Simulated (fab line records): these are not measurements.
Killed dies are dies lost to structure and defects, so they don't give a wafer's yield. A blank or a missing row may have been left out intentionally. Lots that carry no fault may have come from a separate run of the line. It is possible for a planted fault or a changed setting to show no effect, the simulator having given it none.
Chamber matching + flow gf180mcu + GF_V1_CVD_00 on hdpcvd-01: 3 sister chambers
The step deposits SiO2, target thk 600 nm, time 100 s. 14 wafers are shown with their chamber, then 7 later ones without.

## WAFERS, EACH WITH ITS CHAMBER
| wafer  | chamber | sih4 flow sccm (sccm) |
|--------|---------|-----------------------|
| L140.2 | 1       | 59.63                 |
| L140.3 | 0       | 60.17                 |
| L140.5 | 0       | 60.08                 |
| L141.3 | 2       | 59.91                 |
| L141.5 | 0       | 60.20                 |
| L141.6 | 1       | 60.31                 |
| L144.2 | 0       | 59.67                 |
| L144.3 | 1       | 60.20                 |
| L144.4 | 1       | 60.06                 |
| L145.3 | 1       | 60.02                 |
| L145.4 | 1       | 59.75                 |
| L145.5 | 2       | 59.94                 |
| L146.1 | 0       | 59.86                 |
| L146.3 | 1       | 60.29                 |

SIGNATURES (averages over the wafers above)
| reading        | chamber 0 | chamber 1 | chamber 2 | scatter within a chamber |
|----------------|-----------|-----------|-----------|--------------------------|
| sih4 flow sccm | 59.9960   | 60.0371   | 59.9250   | 0.237                    |
Rule: for a wafer and a chamber, the distance is found by dividing, reading by reading, the gap between the wafer's reading and the chamber's mean by the reading's scatter, squaring, summing and taking the root. If the next closest chamber is less than 2 further off than the closest, the wafer can't be placed; otherwise it belongs to the closest. The scatter is the square root of a quotient: the sum, over the shown wafers, of each reading's squared deviation from its chamber's mean, divided by wafers minus chambers.

## WAFERS WITH NO CHAMBER GIVEN
| wafer  | sih4 flow sccm (sccm) |
|--------|-----------------------|
| L146.6 | 59.94                 |
| L147.3 | 59.98                 |
| L147.5 | 59.89                 |
| L147.6 | 60.12                 |
| L162.2 | 59.81                 |
| L162.3 | 60.18                 |
| L162.5 | 59.88                 |

## WHICH CHAMBER EACH WENT THROUGH
| wafer  | from the rows above          | in truth |
|--------|------------------------------|----------|
| L146.6 | can't be placed: 2 or 0 or 1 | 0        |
| L147.3 | can't be placed: 0 or 2 or 1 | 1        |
| L147.5 | can't be placed: 2 or 0 or 1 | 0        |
| L147.6 | can't be placed: 1 or 0 or 2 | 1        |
| L162.2 | can't be placed: 2 or 0 or 1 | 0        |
| L162.3 | can't be placed: 1 or 0 or 2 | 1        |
| L162.5 | can't be placed: 2 or 0 or 1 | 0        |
0 of 7 placed correctly. Cannot be placed on the basis of these rows: 7; the candidates contain the true chamber in 7. Number placed wrongly: 0.
